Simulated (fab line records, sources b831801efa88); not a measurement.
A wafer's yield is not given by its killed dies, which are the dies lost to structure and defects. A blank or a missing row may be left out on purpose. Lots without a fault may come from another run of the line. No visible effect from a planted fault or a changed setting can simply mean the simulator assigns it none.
Code-filled problem report in 8D (eight disciplines) form || flow sfqLine || the parts of the form that need people (team, actions taken, sign-off) are left out

## 1. THE PROBLEM
Mean of biasW at SFQ_TRILAYER_L0_BARC_OPEN_METAL_ETCH_010: 77.19 W across 9 wafers in 3 lots; on wafers with no fault it is 80.01 W (standard deviation 0.24). That puts it -12 standard deviations away from the usual mean.
The step: etches BARC in O2, target depth 125 nm, time 40.12 s.
Earliest sighting: wafer L631.3 on rieMetal-02 at day 6 00:28. The record holds 45 wafers of 15 lots with a number at this step. Rule for "out" (also "out of limits"): further than 4 standard deviations from the usual mean. Any other wafer with a number is counted as sound.

## 2. WHAT IT IS; WHAT IT IS NOT
{"question": "which readings at this step", "is": "biasW", "is not": "chamberPressureMTorr, drypumpMotorCurrentA"}
{"question": "which lots", "is": "L631, L635, L636", "is not": "L626, L628, L629, L630, L632, L639, L641, L644, L646, L647, L648, L649"}
{"question": "which wafers of those lots", "is": "all that have a number", "is not": "-"}
{"question": "read on which tools", "is": "rieMetal-02", "is not": "rieMetal-01, rieMetal-04"}
{"question": "when", "is": "from day 6 00:28", "is not": "up to then (12 sound wafers); but 24 sound wafers of L632, L639, L641, L644, L646, L647, L648, L649 came after"}

## 3. THE SUSPECTS, EACH WITH WHAT RULES IT OUT
Counting: a tool stays on the suspect list if, at a process step up to the reading, it processed all lots that are out and no sound lot following the first of them.
- rieMetal-02 at SFQ_TRILAYER_L0_BARC_OPEN_METAL_ETCH_010 (etches BARC in O2, target depth 125 nm, time 40.12 s): ruled out as a lasting fault. Following L631 (day 6 00:28), the first lot on it that is out, the sound lots L648 were run on it.
Left after counting: nothing in the record.

## 4. THE CAUSE (what the simulator had put in)
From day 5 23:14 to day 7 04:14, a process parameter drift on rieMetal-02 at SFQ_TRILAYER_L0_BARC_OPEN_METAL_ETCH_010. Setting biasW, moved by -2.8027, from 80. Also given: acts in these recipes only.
Counting ruled it out, wrongly.

## 5. SEQUENCE OF EFFECTS, ordered by route
Rows list readings where the struck wafers' mean (over those with a number) sits beyond 3 standard deviations from the usual. Scope: only readings with a usual standard deviation given in the record; hours: median across lots of the time from each lot's start at the first step in this table that gives one to its start at this step; sigmas: change in usual standard deviations.
{"hours": 0, "step": "SFQ_TRILAYER_L0_BARC_OPEN_METAL_ETCH_010", "reading": "biasW", "usual": "80.01 W", "on struck wafers": 77.19, "change": -2.82, "sigmas": -12}
The process steps in it:
- SFQ_TRILAYER_L0_BARC_OPEN_METAL_ETCH_010: etches BARC in O2, target depth 125 nm, time 40.12 s.
Later steps that measure or inspect, where all struck wafers having a row at the step show a number for every such reading and not one has moved that far: SFQ_L0V_OVL_MEAS_903, SFQ_I1_OVL_MEAS_913.

## 6. HOW IT WOULD HAVE BEEN CAUGHT EARLIER
In this record the first reading out of limits was taken at day 6 00:28, 1 hour after the fault began at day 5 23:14.
